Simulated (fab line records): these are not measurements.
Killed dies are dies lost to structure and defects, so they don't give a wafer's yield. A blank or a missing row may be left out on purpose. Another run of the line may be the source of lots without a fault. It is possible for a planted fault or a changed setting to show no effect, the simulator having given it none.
Problem report in the 8D (eight disciplines) form, filled by code || flow sky130 || the parts of the form that need people (team, actions taken, sign-off) are left out

## 1. PROBLEM STATEMENT
SKY_METAL4_SPUTTER_03, chamber_pressure_pa: mean 0.3032 Pa on 3 wafers (1 lot); fault-free wafers 0.3999 Pa, standard deviation 0.00085. That is -99 or more standard deviations from the usual mean.
The step: material Ti, target thk 5 nm, time 3.3 s.
Earliest sighting: wafer L281.1 on pvd_sputter-04 at day 42 07:50. Wafers with a number at this step in the record: 36, from 12 lots. Rule for "out" (also "out of limits"): further than 4 standard deviations from the usual mean. The rest of the wafers with a number are treated as sound.

## 2. WHAT IT IS; WHAT IT IS NOT
{"question": "which readings at this step", "is": "chamber_pressure_pa", "is not": "cathode_dc_power_W"}
{"question": "which lots", "is": "L281", "is not": "L273, L274, L275, L276, L284, L286, L288, L289, L292, L293, L294"}
{"question": "which wafers of those lots", "is": "all that have a number", "is not": "-"}
{"question": "read on which tools", "is": "pvd_sputter-04", "is not": "pvd_sputter-01, pvd_sputter-02"}
{"question": "when", "is": "from day 42 07:50", "is not": "up to then (12 sound wafers); but 21 sound wafers of L284, L286, L288, L289, L292, L293, L294 came after"}

## 3. THE SUSPECTS, EACH WITH WHAT RULES IT OUT
Counting: a tool stays on the suspect list if, at a process step up to the reading, it processed all lots that are out and no sound lot following the first of them.
- rie_metal-01 at SKY_METAL3_ETCH_16 (etches BARC in N2/H2, stops on SiO2, time 88.2 s, target depth 60 nm): ruled out as a lasting fault. The sound lots L288, L292 went through it after L281, its earliest lot that is out (day 41 04:50).
- pvd_sputter-04 at SKY_METAL4_SPUTTER_03 (material Ti, target thk 5 nm, time 3.3 s): kept. It ran the lot that is out, L281 (day 42 07:50), and no sound lot after that; its last sound lot up to then is L275 (day 41 06:52). Out on those wafers are its own readings of chamber_pressure_pa.
The count leaves pvd_sputter-04 at SKY_METAL4_SPUTTER_03.

## 4. THE CAUSE (what the simulator had put in)
Drift in process parameters on pvd_sputter-04 at SKY_METAL4_SPUTTER_03, starting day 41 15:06. Setting chamber_pressure_pa shifted by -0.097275 from 0.4. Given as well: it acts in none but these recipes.
The count eliminated every tool but this one.

## 5. SEQUENCE OF EFFECTS, ordered by route
One row per reading whose mean, taken over the struck wafers that have a number, lies over 3 standard deviations from the usual. Scope: only readings with a usual standard deviation given in the record; hours: median across lots of the time from each lot's start at the first step in this table that gives one to its start at this step; sigmas: change in usual standard deviations.
{"hours": 0, "step": "SKY_METAL4_SPUTTER_03", "reading": "chamber_pressure_pa", "usual": "0.3999 Pa", "on struck wafers": 0.3032, "change": -0.0967, "sigmas": "-99 or more"}
{"hours": 0, "step": "SKY_METAL4_SPUTTER_03", "reading": "throttle_valve_pct", "usual": "30.0 %", "on struck wafers": 35.8, "change": "+5.8", "sigmas": "+4.9"}
The process steps in it:
- SKY_METAL4_SPUTTER_03: material Ti, target thk 5 nm, time 3.3 s.
Later measuring or inspecting steps at which every struck wafer that the step has a row for has a number for every such reading, and none has moved that far: SKY_CAP2M_RS_MEAS_03.

## 6. WHAT WOULD HAVE CAUGHT IT SOONER
In this record no reading fell out of limits until day 42 07:50, 17 hours after the fault had begun at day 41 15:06.
